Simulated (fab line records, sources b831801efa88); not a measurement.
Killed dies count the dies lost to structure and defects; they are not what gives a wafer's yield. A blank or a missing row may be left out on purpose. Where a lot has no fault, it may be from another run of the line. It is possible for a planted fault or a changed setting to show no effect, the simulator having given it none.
Which tool is to blame? || flow sky130 || 14 lots with 42 wafers sampled at 5 steps, on a route of 708 steps

== WHAT THE GAUGES SHOWED, per wafer ==
SKY_VIA3_THK_MEAS_01.
{"lot": "L479", "measured": "day 38 04:25", "on": "film_metro-02", "VIA3_HDPCVD_THK (nm)": "1589 1619 1576"}
{"lot": "L478", "measured": "day 38 07:47", "on": "film_metro-01", "VIA3_HDPCVD_THK (nm)": "1639 1655 1638"}
{"lot": "L480", "measured": "day 38 22:10", "on": "film_metro-03", "VIA3_HDPCVD_THK (nm)": "1670 1665 1620"}
{"lot": "L481", "measured": "day 39 15:29", "on": "film_metro-01", "VIA3_HDPCVD_THK (nm)": "3279 3288 3350"}
{"lot": "L482", "measured": "day 39 23:37", "on": "film_metro-02", "VIA3_HDPCVD_THK (nm)": "1631 1683 1664"}
{"lot": "L484", "measured": "day 40 08:53", "on": "film_metro-01", "VIA3_HDPCVD_THK (nm)": "1662 1641 1673"}
{"lot": "L489", "measured": "day 41 19:01", "on": "film_metro-03", "VIA3_HDPCVD_THK (nm)": "3239 3291 3239"}
{"lot": "L491", "measured": "day 42 10:07", "on": "film_metro-01", "VIA3_HDPCVD_THK (nm)": "1617 1598 1616"}
{"lot": "L492", "measured": "day 42 14:52", "on": "film_metro-01", "VIA3_HDPCVD_THK (nm)": "1593 1631 1625"}
{"lot": "L496", "measured": "day 43 19:00", "on": "film_metro-03", "VIA3_HDPCVD_THK (nm)": "1648 1602 1628"}
{"lot": "L499", "measured": "day 44 20:45", "on": "film_metro-02", "VIA3_HDPCVD_THK (nm)": "1655 1646 1674"}
{"lot": "L500", "measured": "day 44 21:38", "on": "film_metro-02", "VIA3_HDPCVD_THK (nm)": "1624 1634 1640"}
{"lot": "L498", "measured": "day 45 00:00", "on": "film_metro-01", "VIA3_HDPCVD_THK (nm)": "1608 1598 1598"}
{"lot": "L501", "measured": "day 45 03:49", "on": "film_metro-01", "VIA3_HDPCVD_THK (nm)": "1613 1623 1609"}

SKY_VIA3_CD_MEAS_12 targets a cd of 200 nm.
{"lot": "L479", "measured": "day 39 05:38", "on": "cd_sem-02", "cd_nm (nm)": "201.1 200.3 200.0"}
{"lot": "L478", "measured": "day 39 09:08", "on": "cd_sem-02", "cd_nm (nm)": "200.1 199.4 200.9"}
{"lot": "L480", "measured": "day 39 23:19", "on": "cd_sem-02", "cd_nm (nm)": "199.7 200.6 198.3"}
{"lot": "L481", "measured": "day 40 15:36", "on": "cd_sem-02", "cd_nm (nm)": "200.1 200.4 201.0"}
{"lot": "L482", "measured": "day 41 00:38", "on": "cd_sem-01", "cd_nm (nm)": "200.3 201.5 201.1"}
{"lot": "L484", "measured": "day 41 09:41", "on": "cd_sem-01", "cd_nm (nm)": "198.8 198.8 198.6"}
{"lot": "L489", "measured": "day 42 18:15", "on": "cd_sem-02", "cd_nm (nm)": "201.8 200.7 200.2"}
{"lot": "L491", "measured": "day 43 09:55", "on": "cd_sem-02", "cd_nm (nm)": "196.5 198.9 196.1"}
{"lot": "L492", "measured": "day 43 14:51", "on": "cd_sem-02", "cd_nm (nm)": "201.3 200.1 201.3"}
{"lot": "L496", "measured": "day 44 17:34", "on": "cd_sem-01", "cd_nm (nm)": "200.8 201.2 201.5"}
{"lot": "L499", "measured": "day 45 18:08", "on": "cd_sem-01", "cd_nm (nm)": "196.5 196.3 198.0"}
{"lot": "L500", "measured": "day 45 19:03", "on": "cd_sem-01", "cd_nm (nm)": "198.4 198.0 199.3"}
{"lot": "L498", "measured": "day 45 21:01", "on": "cd_sem-01", "cd_nm (nm)": "200.9 202.0 201.1"}
{"lot": "L501", "measured": "day 46 00:49", "on": "cd_sem-02", "cd_nm (nm)": "197.7 196.2 197.1"}

SKY_CAP2M_THK_MEAS_01.
{"lot": "L479", "measured": "day 39 07:22", "on": "film_metro-04", "CAP2M_CVD_00_THK (nm)": "15.61 15.88 15.62"}
{"lot": "L478", "measured": "day 39 10:49", "on": "film_metro-04", "CAP2M_CVD_00_THK (nm)": "15.74 15.54 15.75"}
{"lot": "L480", "measured": "day 40 01:01", "on": "film_metro-02", "CAP2M_CVD_00_THK (nm)": "15.17 15.40 15.71"}
{"lot": "L481", "measured": "day 40 17:17", "on": "film_metro-02", "CAP2M_CVD_00_THK (nm)": "15.13 15.47 15.46"}
{"lot": "L482", "measured": "day 41 02:40", "on": "film_metro-01", "CAP2M_CVD_00_THK (nm)": "15.56 15.76 16.06"}
{"lot": "L484", "measured": "day 41 11:23", "on": "film_metro-01", "CAP2M_CVD_00_THK (nm)": "15.38 15.73 15.58"}
{"lot": "L489", "measured": "day 42 19:55", "on": "film_metro-02", "CAP2M_CVD_00_THK (nm)": "15.41 14.79 15.41"}
{"lot": "L491", "measured": "day 43 11:37", "on": "film_metro-04", "CAP2M_CVD_00_THK (nm)": "15.64 15.48 16.18"}
{"lot": "L492", "measured": "day 43 16:49", "on": "film_metro-04", "CAP2M_CVD_00_THK (nm)": "15.24 15.72 15.33"}
{"lot": "L496", "measured": "day 44 19:15", "on": "film_metro-02", "CAP2M_CVD_00_THK (nm)": "15.50 15.94 15.51"}
{"lot": "L499", "measured": "day 45 20:04", "on": "film_metro-04", "CAP2M_CVD_00_THK (nm)": "15.13 15.66 15.48"}
{"lot": "L500", "measured": "day 45 20:44", "on": "film_metro-04", "CAP2M_CVD_00_THK (nm)": "15.17 15.46 15.51"}
{"lot": "L498", "measured": "day 45 22:42", "on": "film_metro-01", "CAP2M_CVD_00_THK (nm)": "14.94 15.76 15.79"}
{"lot": "L501", "measured": "day 46 02:30", "on": "film_metro-04", "CAP2M_CVD_00_THK (nm)": "15.32 15.52 15.86"}

== EACH LOT AND THE TOOL THAT RAN IT (in order: tool; ch and the chambers of the sampled wafers; start) ==
{"lot": "L479", "SKY_CONTACT_ETCH_17": "rie_diel-03 ch 1,2,3, day 31 05:16", "SKY_VIA3_HDPCVD_00": "hdpcvd-01 ch 1,2, day 38 04:15"}
{"lot": "L478", "SKY_CONTACT_ETCH_17": "rie_diel-02 ch 1,2, day 31 08:15", "SKY_VIA3_HDPCVD_00": "hdpcvd-02 ch 0,1,2, day 38 07:36"}
{"lot": "L480", "SKY_CONTACT_ETCH_17": "rie_diel-02 ch 1,2,3, day 32 00:16", "SKY_VIA3_HDPCVD_00": "hdpcvd-02 ch 1,2, day 38 21:59"}
{"lot": "L481", "SKY_CONTACT_ETCH_17": "rie_diel-01 ch 1,2,3, day 32 19:24", "SKY_VIA3_HDPCVD_00": "hdpcvd-01 ch 0,1,2, day 39 14:59"}
{"lot": "L482", "SKY_CONTACT_ETCH_17": "rie_diel-01 ch 2,3, day 33 02:58", "SKY_VIA3_HDPCVD_00": "hdpcvd-01 ch 0,2, day 39 23:26"}
{"lot": "L484", "SKY_CONTACT_ETCH_17": "rie_diel-03 ch 1,2, day 33 14:05", "SKY_VIA3_HDPCVD_00": "hdpcvd-02 ch 0,1, day 40 08:43"}
{"lot": "L489", "SKY_CONTACT_ETCH_17": "rie_diel-03 ch 0,2,3, day 35 02:10", "SKY_VIA3_HDPCVD_00": "hdpcvd-02 ch 0,1,2, day 41 18:29"}
{"lot": "L491", "SKY_CONTACT_ETCH_17": "rie_diel-03 ch 0,1, day 35 20:10", "SKY_VIA3_HDPCVD_00": "hdpcvd-02 ch 0,1,2, day 42 10:00"}
{"lot": "L492", "SKY_CONTACT_ETCH_17": "rie_diel-03 ch 0,1,3, day 36 01:49", "SKY_VIA3_HDPCVD_00": "hdpcvd-02 ch 1,2, day 42 14:41"}
{"lot": "L496", "SKY_CONTACT_ETCH_17": "rie_diel-03 ch 0,1,3, day 37 08:33", "SKY_VIA3_HDPCVD_00": "hdpcvd-01 ch 0,2, day 43 18:49"}
{"lot": "L499", "SKY_CONTACT_ETCH_17": "rie_diel-02 ch 1,2,3, day 38 13:43", "SKY_VIA3_HDPCVD_00": "hdpcvd-01 ch 1,2, day 44 20:29"}
{"lot": "L500", "SKY_CONTACT_ETCH_17": "rie_diel-03 ch 0,1,3, day 38 14:33", "SKY_VIA3_HDPCVD_00": "hdpcvd-01 ch 2, day 44 21:23"}
{"lot": "L498", "SKY_CONTACT_ETCH_17": "rie_diel-01 ch 1,2, day 38 16:36", "SKY_VIA3_HDPCVD_00": "hdpcvd-02 ch 0,2, day 44 23:50"}
{"lot": "L501", "SKY_CONTACT_ETCH_17": "rie_diel-01 ch 0,3, day 38 20:45", "SKY_VIA3_HDPCVD_00": "hdpcvd-02 ch 0,1,2, day 45 03:38"}
- SKY_CONTACT_ETCH_17: etches SiO2 in C4F8/O2/Ar, stops on Si3N4, target depth 340 nm.
- SKY_VIA3_HDPCVD_00: deposits SiO2, target thk 1635 nm, time 272.5 s.

== WHAT THE TOOLS THEMSELVES READ (means of the sampled wafers that have a number; where no wafer has one, the mark that the record gives instead) ==
SKY_CONTACT_ETCH_17.
{"lot": "L479", "tool": "rie_diel-03", "oes_product_au (a.u.)": 0.900}
{"lot": "L478", "tool": "rie_diel-02", "oes_product_au (a.u.)": 0.893}
{"lot": "L480", "tool": "rie_diel-02", "oes_product_au (a.u.)": 0.893}
{"lot": "L481", "tool": "rie_diel-01", "oes_product_au (a.u.)": 0.895}
{"lot": "L482", "tool": "rie_diel-01", "oes_product_au (a.u.)": 0.889}
{"lot": "L484", "tool": "rie_diel-03", "oes_product_au (a.u.)": 0.898}
{"lot": "L489", "tool": "rie_diel-03", "oes_product_au (a.u.)": 0.892}
{"lot": "L491", "tool": "rie_diel-03", "oes_product_au (a.u.)": 0.890}
{"lot": "L492", "tool": "rie_diel-03", "oes_product_au (a.u.)": 0.891}
{"lot": "L496", "tool": "rie_diel-03", "oes_product_au (a.u.)": 0.889}
{"lot": "L499", "tool": "rie_diel-02", "oes_product_au (a.u.)": 0.890}
{"lot": "L500", "tool": "rie_diel-03", "oes_product_au (a.u.)": 0.892}
{"lot": "L498", "tool": "rie_diel-01", "oes_product_au (a.u.)": 0.893}
{"lot": "L501", "tool": "rie_diel-01", "oes_product_au (a.u.)": 0.891}

== THE ANSWER, worked out from the rows above alone ==
Rule: the lots themselves supply what counts as usual. Put in order of their means at a reading, lots are off if they are a third of the lots or fewer, leave a main group of 4 or more, and stand apart from it by a gap of 3 or more times the standard deviation of the main group's means; of several such gaps the widest counts. A main group whose means are all the same, to the digits that the tables above print for the reading, isn't used. Also off: a lot with no number at a reading for which 4 or more lots have one. Any other lot the step has rows for is counted as sound. After the gauges, taken in route order, come the tools' own readings; for these a lot's mean is taken, as printed above. At the first step where some lot is off, the reading lying furthest off is the one used; lots without a number count as furthest.
Off: L481, L489, at SKY_VIA3_THK_MEAS_01 (VIA3_HDPCVD_THK). Main group: mean 1631 nm, sd 22.
A tool fits if, at a process step before that reading, it ran every lot that is off, and no sound lot after the first of them. Gauges at SKY_VIA3_THK_MEAS_01: tried the same way as those tools. Not one of the candidates tried fits.

== WHAT WAS PUT IN BY THE SIMULATOR ==
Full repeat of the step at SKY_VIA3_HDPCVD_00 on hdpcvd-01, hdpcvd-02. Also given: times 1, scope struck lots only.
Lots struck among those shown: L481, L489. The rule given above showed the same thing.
